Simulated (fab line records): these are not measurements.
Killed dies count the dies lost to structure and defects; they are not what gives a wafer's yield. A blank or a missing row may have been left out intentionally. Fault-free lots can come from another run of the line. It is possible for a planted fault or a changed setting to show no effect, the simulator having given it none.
A single fault, viewed from 2 desks / flow sfq line / numbers are kept per desk, each desk with only its own; the story behind them comes last

THE METROLOGY DESK
What the gauges read, lot by lot, whatever tool the lot ran on: means of the sampled wafers that have a number. Any lot whose mean is over 4 standard deviations away from the usual mean is out of limits and marked OUT; that distance is given in the brackets.
Columns: A = I2_BOW at SFQ_I2_BOW_MEAS_917, usual 0 um; B = I2_OVL at SFQ_I2_OVL_MEAS_918, usual -1 nm
lot=L612; first seen here=day 30 12:07; A=1; B=-1
lot=L614; first seen here=day 31 09:37; A=17; B=4
lot=L615; first seen here=day 32 13:42; A=6; B=1
lot=L627; first seen here=day 41 07:03; A=-13; B=-4
lot=L629; first seen here=day 41 13:45; A=11; B=-3
This desk's finding: nothing out of limits on any of the 5 lots.

FOR THE TOOL OWNER'S DESK: rie diel-03
The tool's own readings at SFQ_TRILAYER_I2_VIA_BARC_OPEN_VIA_ETCH_096 (etches BARC in O2, target depth 125 nm, time 41.7 s): means of the sampled wafers that have a number, for each lot that ran on this tool. Any lot whose mean is over 4 standard deviations away from the usual mean is out of limits and marked OUT; that distance is given in the brackets.
Columns: A = drypump motor current A at SFQ_TRILAYER_I2_VIA_BARC_OPEN_VIA_ETCH_096, usual 5.9 A; B = oes product au at SFQ_TRILAYER_I2_VIA_BARC_OPEN_VIA_ETCH_096, usual 0.685 a.u.
lot=L612; first seen here=day 30 17:11; A=6.0; B=0.687
lot=L614; first seen here=day 31 13:12; A=6.0; B=0.681
This desk's finding: nothing out of limits on any of the 2 lots.

BROUGHT TOGETHER
From the metrology desk's view, nothing was out of limits.
The desk of the tool owner found nothing out of limits.

WHAT WAS PUT IN BY THE SIMULATOR
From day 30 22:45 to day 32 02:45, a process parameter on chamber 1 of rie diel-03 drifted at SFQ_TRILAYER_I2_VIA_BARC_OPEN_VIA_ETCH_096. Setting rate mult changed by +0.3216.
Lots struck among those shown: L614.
